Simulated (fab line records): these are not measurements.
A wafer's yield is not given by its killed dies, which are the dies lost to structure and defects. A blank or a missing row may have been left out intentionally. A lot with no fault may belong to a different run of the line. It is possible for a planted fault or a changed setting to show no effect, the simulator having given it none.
The tool behind it: which one? | flow gf180mcu | 36 wafers from 12 lots sampled at 4 of the route's 602 steps

== WHAT THE GAUGES READ, wafer by wafer ==
GF_M1_RS_MEAS_05: uses a four-point probe to measure.
lot  | measured     | on           | M1_ALCU_RS (ohm/sq)
L108 | day 16 05:31 | filmMetro-03 | 0.0694 0.0689 0.0693
L110 | day 16 21:15 | filmMetro-01 | 0.0703 0.0689 0.0704
L112 | day 17 18:17 | filmMetro-03 | 0.0693 0.0686 0.0694
L115 | day 18 22:16 | filmMetro-01 | 0.0699 0.0678 0.0700
L116 | day 19 05:17 | filmMetro-01 | 0.0696 0.0704 0.0697
L117 | day 19 14:21 | filmMetro-01 | 0.0701 0.0721 0.0709
L119 | day 20 08:31 | filmMetro-03 | 0.0682 0.0700 0.0693
L121 | day 21 08:01 | filmMetro-01 | 0.0696 0.0689 0.0679
L124 | day 22 07:08 | filmMetro-03 | 0.0703 0.0709 0.0704
L125 | day 22 13:08 | filmMetro-04 | 0.0699 0.0691 0.0692
L130 | day 24 05:04 | filmMetro-03 | 0.0700 0.0693 0.0698
L131 | day 24 15:49 | filmMetro-01 | 0.0698 0.0702 0.0697

GF_M1_CD_MEAS_14: target cd 230 nm.
lot  | measured     | on       | cdNm (nm)
L108 | day 17 04:02 | cdSem-01 | 230.4 230.6 232.0
L110 | day 17 20:32 | cdSem-02 | 231.9 231.4 230.4
L112 | day 18 17:49 | cdSem-02 | 231.2 230.3 231.5
L115 | day 19 23:08 | cdSem-02 | 229.6 230.3 230.2
L116 | day 20 05:14 | cdSem-02 | 230.0 229.3 229.2
L117 | day 20 15:13 | cdSem-01 | 229.8 229.6 229.5
L119 | day 21 10:14 | cdSem-01 | 230.9 229.9 230.5
L121 | day 22 07:59 | cdSem-02 | 232.7 232.6 233.1
L124 | day 23 05:55 | cdSem-02 | 199.5 206.0 223.8 199.9 206.4 223.8
L125 | day 23 13:05 | cdSem-02 | 223.8 209.7 217.9 223.9 209.7 218.3
L130 | day 25 03:08 | cdSem-01 | 228.8 230.1 229.3
L131 | day 25 14:11 | cdSem-02 | 231.1 230.3 232.0

== WHICH TOOL RAN EACH LOT (tool, then ch and the chambers of the sampled wafers, then the start) ==
lot  | GF_CONTACT_CMP_04             | GF_M1_EXPOSE_11
L108 | cmp-02 ch 0,2,3, day 15 05:44 | krfScanner-01 ch 0, day 16 16:55
L110 | cmp-02 ch 0,2, day 15 21:07   | krfScanner-01 ch 0, day 17 08:38
L112 | cmp-01 ch 0,3, day 16 17:26   | krfScanner-02 ch 0, day 18 06:05
L115 | cmp-01 ch 0,3, day 17 20:17   | krfScanner-01 ch 0, day 19 10:49
L116 | cmp-01 ch 1,2,3, day 18 03:16 | krfScanner-02 ch 0, day 19 17:19
L117 | cmp-01 ch 2,3, day 18 11:53   | krfScanner-02 ch 0, day 20 03:09
L119 | cmp-02 ch 0,2, day 19 05:40   | krfScanner-01 ch 0, day 20 22:16
L121 | cmp-02 ch 0,1, day 20 06:02   | krfScanner-01 ch 0, day 21 19:55
L124 | cmp-02 ch 0,1,3, day 21 05:44 | krfScanner-01 ch 0, day 22 18:25
L125 | cmp-02 ch 0,1,3, day 21 11:13 | krfScanner-01 ch 0, day 23 01:05
L130 | cmp-02 ch 1,2,3, day 23 04:52 | krfScanner-02 ch 0, day 24 16:34
L131 | cmp-02 ch 1,2, day 23 15:29   | krfScanner-02 ch 0, day 25 03:08
- GF_CONTACT_CMP_04: polishes SiO2.
- GF_M1_EXPOSE_11: exposes mask Metal1, target cd 230 nm.

== WHAT THE TOOLS THEMSELVES READ (means of the sampled wafers that have a number; where no wafer has one, the mark that the record gives instead) ==
GF_CONTACT_CMP_04.
lot  | tool   | motorCurrentA (A) | retainingRingPressureFrac | timeToEndpointS (s)
L108 | cmp-02 | 12.2              | 1.006                     | 111
L110 | cmp-02 | 11.5              | 0.997                     | 112
L112 | cmp-01 | 14.6              | 0.997                     | 118
L115 | cmp-01 | 12.7              | 1.001                     | 118
L116 | cmp-01 | 12.7              | 0.998                     | 105
L117 | cmp-01 | 11.7              | 1.001                     | 107
L119 | cmp-02 | 11.2              | 1.005                     | 114
L121 | cmp-02 | 10.9              | 1.001                     | 116
L124 | cmp-02 | 11.9              | 0.999                     | 111
L125 | cmp-02 | 12.1              | 0.997                     | 111
L130 | cmp-02 | 13.1              | 0.997                     | 109
L131 | cmp-02 | 13.0              | 0.998                     | 122

== THE ANSWER, worked out from the rows above alone ==
Rule: the usual values come from the lots themselves. Put in order of their means at a reading, lots are off if they are a third of the lots or fewer, leave a main group of 4 or more, and stand apart from it by a gap of 3 or more times the standard deviation of the main group's means; of several such gaps the widest counts. The tables above print the reading to a certain number of digits; a main group whose means all agree to those digits is not used. A lot without any number at a reading at which 4 lots or more have one is off too. Any other lot the step has rows for is counted as sound. The gauges are gone through in route order, then the tools' own readings, and for those a lot's mean is taken as printed above. The first step at which some lot is off is used, and at that step the reading that is off furthest; a lot without a number counts as furthest.
Off, at GF_M1_CD_MEAS_14 on cdNm: L124, L125. Mean 230.6 nm and standard deviation 0.99 in the main group.
A tool fits if, at a process step before that reading, it ran every lot that is off, and no sound lot after the first of them. Those tools and the gauges at GF_M1_CD_MEAS_14 are tried in the same way. One fits: GF_M1_EXPOSE_11 on krfScanner-01. Its last sound lot is L121 (day 21 19:55), its first lot that is off L124 (day 22 18:25): a fault that began between those two fits.

== WHAT THE SIMULATOR HAD PUT IN ==
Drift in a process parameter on krfScanner-01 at GF_M1_EXPOSE_11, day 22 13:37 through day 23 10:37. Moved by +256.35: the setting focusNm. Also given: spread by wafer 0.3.
Shown lots that were struck: L124, L125. The same result came from the rule above.
